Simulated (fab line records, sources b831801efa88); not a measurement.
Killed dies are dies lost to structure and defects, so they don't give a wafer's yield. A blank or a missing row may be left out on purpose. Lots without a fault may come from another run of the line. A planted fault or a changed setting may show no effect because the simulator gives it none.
Which tool did it? | flow sky130 | 11 lots, 33 wafers sampled, at 6 steps of a route of 708

WHAT THE GAUGES READ, wafer by wafer
SKY_METAL4_CD_MEAS_13: target cd 300 nm.
lot  | measured     | on        | cd_nm (nm)
L162 | day 43 00:53 | cd_sem-02 | 296.8 297.6 297.5
L163 | day 43 08:06 | cd_sem-01 | 298.6 298.3 300.2
L166 | day 44 03:01 | cd_sem-01 | 299.8 300.5 299.6
L169 | day 44 23:20 | cd_sem-01 | 298.1 298.7 298.0
L170 | day 45 08:03 | cd_sem-01 | 299.4 301.1 299.8
L171 | day 45 14:55 | cd_sem-01 | 296.5 297.0 298.8
L173 | day 46 04:27 | cd_sem-02 | 298.6 299.0 299.3
L175 | day 46 11:50 | cd_sem-02 | 298.9 300.3 300.6
L176 | day 46 16:54 | cd_sem-02 | 301.6 300.5 300.2
L177 | day 46 22:22 | cd_sem-02 | 298.6 298.8 300.2
L180 | day 47 12:16 | cd_sem-01 | 298.4 298.0 298.4

SKY_METAL5_RS_MEAS_05: measures by four-point-probe.
lot  | measured     | on            | METAL5_ALCU_RS (ohm/sq)
L162 | day 44 02:15 | film_metro-03 | 0.02686 0.0269 0.02707
L163 | day 44 09:08 | film_metro-01 | 0.02649 0.02699 0.02708
L166 | day 45 05:05 | film_metro-02 | 0.02737 0.0278 0.02736
L169 | day 45 22:35 | film_metro-03 | 0.0276 0.02783 0.02739
L170 | day 46 08:08 | film_metro-03 | 0.02678 0.0267 0.02712
L171 | day 46 14:33 | film_metro-02 | 0.02702 0.02705 0.02732
L173 | day 47 04:40 | film_metro-03 | 0.02716 0.02702 0.02753
L175 | day 47 10:30 | film_metro-01 | 8.6549 8.7414 8.6962
L176 | day 47 16:04 | film_metro-03 | 8.7328 8.7436 8.7057
L177 | day 47 21:39 | film_metro-02 | 0.02737 0.02741 0.02715
L180 | day 48 10:56 | film_metro-02 | 0.02695 0.02687 0.02703

SKY_METAL5_THK_MEAS_06: measures by xrf.
lot  | measured     | on            | METAL5_ALCU_THK (nm)
L162 | day 44 02:21 | film_metro-03 | 1132 1144 1131
L163 | day 44 09:15 | film_metro-01 | 1155 1130 1125
L166 | day 45 05:12 | film_metro-02 | 1124 1107 1120
L169 | day 45 22:42 | film_metro-03 | 1116 1107 1124
L170 | day 46 08:14 | film_metro-03 | 1140 1153 1132
L171 | day 46 14:40 | film_metro-02 | 1141 1145 1129
L173 | day 47 04:47 | film_metro-03 | 1121 1128 1109
L175 | day 47 10:37 | film_metro-01 | <1 <1 <1
L176 | day 47 16:10 | film_metro-03 | <1 <1 <1
L177 | day 47 21:46 | film_metro-02 | 1135 1125 1142
L180 | day 48 11:03 | film_metro-02 | 1148 1146 1148

SKY_PASSIVATION_THK_MEAS_01.
lot  | measured     | on            | PASSIVATION_CVD_00_THK (nm)
L162 | day 45 01:10 | film_metro-04 | 88.7 89.4 88.7
L163 | day 45 08:04 | film_metro-02 | 89.1 88.6 90.4
L166 | day 46 03:24 | film_metro-04 | 89.1 88.5 91.8
L169 | day 46 20:04 | film_metro-04 | 88.6 88.9 90.5
L170 | day 47 04:52 | film_metro-04 | 90.2 91.7 90.7
L171 | day 47 11:15 | film_metro-04 | 90.8 88.8 91.9
L173 | day 48 01:14 | film_metro-02 | 90.6 90.4 91.2
L177 | day 48 16:49 | film_metro-04 | 90.2 89.8 92.9
L180 | day 49 05:35 | film_metro-02 | 89.2 90.0 90.7

WHICH TOOL RAN EACH LOT (tool, then ch and the chambers of the sampled wafers, then the start)
lot  | SKY_VIA4_CVD_18               | SKY_METAL5_SPUTTER_02
L162 | cvd_w-01 ch 0,1, day 44 01:28 | pvd_sputter-03, day 44 02:06
L163 | cvd_w-02 ch 0,1, day 44 08:20 | pvd_sputter-01, day 44 09:01
L166 | cvd_w-01 ch 0,1, day 45 04:17 | pvd_sputter-02, day 45 04:58
L169 | cvd_w-01 ch 0,1, day 45 21:47 | pvd_sputter-02, day 45 22:28
L170 | cvd_w-02 ch 0,1, day 46 06:56 | pvd_sputter-01, day 46 07:58
L171 | cvd_w-01 ch 0,1, day 46 13:44 | pvd_sputter-01, day 46 14:26
L173 | cvd_w-01 ch 0,1, day 47 03:51 | pvd_sputter-02, day 47 04:32
L175 | cvd_w-01 ch 0,1, day 47 09:29 | pvd_sputter-03, day 47 10:22
L176 | cvd_w-01 ch 0,1, day 47 15:16 | pvd_sputter-03, day 47 15:54
L177 | cvd_w-02 ch 0,1, day 47 20:43 | pvd_sputter-03, day 47 21:32
L180 | cvd_w-01 ch 0,1, day 48 10:07 | pvd_sputter-03, day 48 10:48
- SKY_VIA4_CVD_18: deposits W, target thk 505 nm, time 152.14 s.
- SKY_METAL5_SPUTTER_02: material AlCu, target thk 1150 nm, time 61.2 s.

WHAT THE TOOLS THEMSELVES READ (means of the sampled wafers that have a number; where no wafer has one, the mark that the record gives instead)
SKY_VIA4_CVD_18.
lot  | tool     | chamber_pressure_Torr (Torr) | heater_power_w (W)
L162 | cvd_w-01 | 39.97                        | 868
L163 | cvd_w-02 | 39.96                        | 721
L166 | cvd_w-01 | 40.03                        | 868
L169 | cvd_w-01 | 39.90                        | 869
L170 | cvd_w-02 | 40.01                        | 734
L171 | cvd_w-01 | 40.03                        | 807
L173 | cvd_w-01 | 39.91                        | 811
L175 | cvd_w-01 | 40.08                        | 804
L176 | cvd_w-01 | 40.01                        | 863
L177 | cvd_w-02 | 39.94                        | 727
L180 | cvd_w-01 | 40.02                        | 802

SKY_METAL5_SPUTTER_02.
lot  | tool           | cathode_dc_power_W (W) | chamber_pressure_pa (Pa) | throttle_valve_pct (%)
L162 | pvd_sputter-03 | 10599                  | 0.3991                   | 30.2
L163 | pvd_sputter-01 | 10599                  | 0.3998                   | 30.8
L166 | pvd_sputter-02 | 10602                  | 0.3998                   | 29.5
L169 | pvd_sputter-02 | 10601                  | 0.4006                   | 29.4
L170 | pvd_sputter-01 | 10599                  | 0.3998                   | 30.6
L171 | pvd_sputter-01 | 10599                  | 0.4003                   | 30.7
L173 | pvd_sputter-02 | 10600                  | 0.3998                   | 28.8
L175 | pvd_sputter-03 | -                      | -                        | -
L176 | pvd_sputter-03 | -                      | -                        | -
L177 | pvd_sputter-03 | 10602                  | 0.4001                   | 30.0
L180 | pvd_sputter-03 | 10601                  | 0.3999                   | 29.3

THE ANSWER, worked out from the rows above alone
Rule: what is usual is taken from the lots themselves. Put in order of their means at a reading, lots are off if they are a third of the lots or fewer, leave a main group of 4 or more, and stand apart from it by a gap of 3 or more times the standard deviation of the main group's means; of several such gaps the widest counts. A main group whose means are all the same, to the digits that the tables above print for the reading, isn't used. A lot without any number at a reading at which 4 lots or more have one is off too. The other lots that the step has rows for count as sound. The gauges are gone through in route order, then the tools' own readings, and for those a lot's mean is taken as printed above. The first step at which some lot is off is used, and at that step the reading that is off furthest; a lot without a number counts as furthest.
Off: L175, L176, at SKY_METAL5_RS_MEAS_05 (METAL5_ALCU_RS). The main group: mean 0.02716 ohm/sq, standard deviation 0.00026.
A tool fits if, at a process step before that reading, it ran every lot that is off, and no sound lot after the first of them. The gauges at SKY_METAL5_RS_MEAS_05 aren't tried: what is off there is off at SKY_METAL5_SPUTTER_02 too, on other tools, and a gauge's error can't cause that. None of those tried fits.

WHAT THE SIMULATOR HAD PUT IN
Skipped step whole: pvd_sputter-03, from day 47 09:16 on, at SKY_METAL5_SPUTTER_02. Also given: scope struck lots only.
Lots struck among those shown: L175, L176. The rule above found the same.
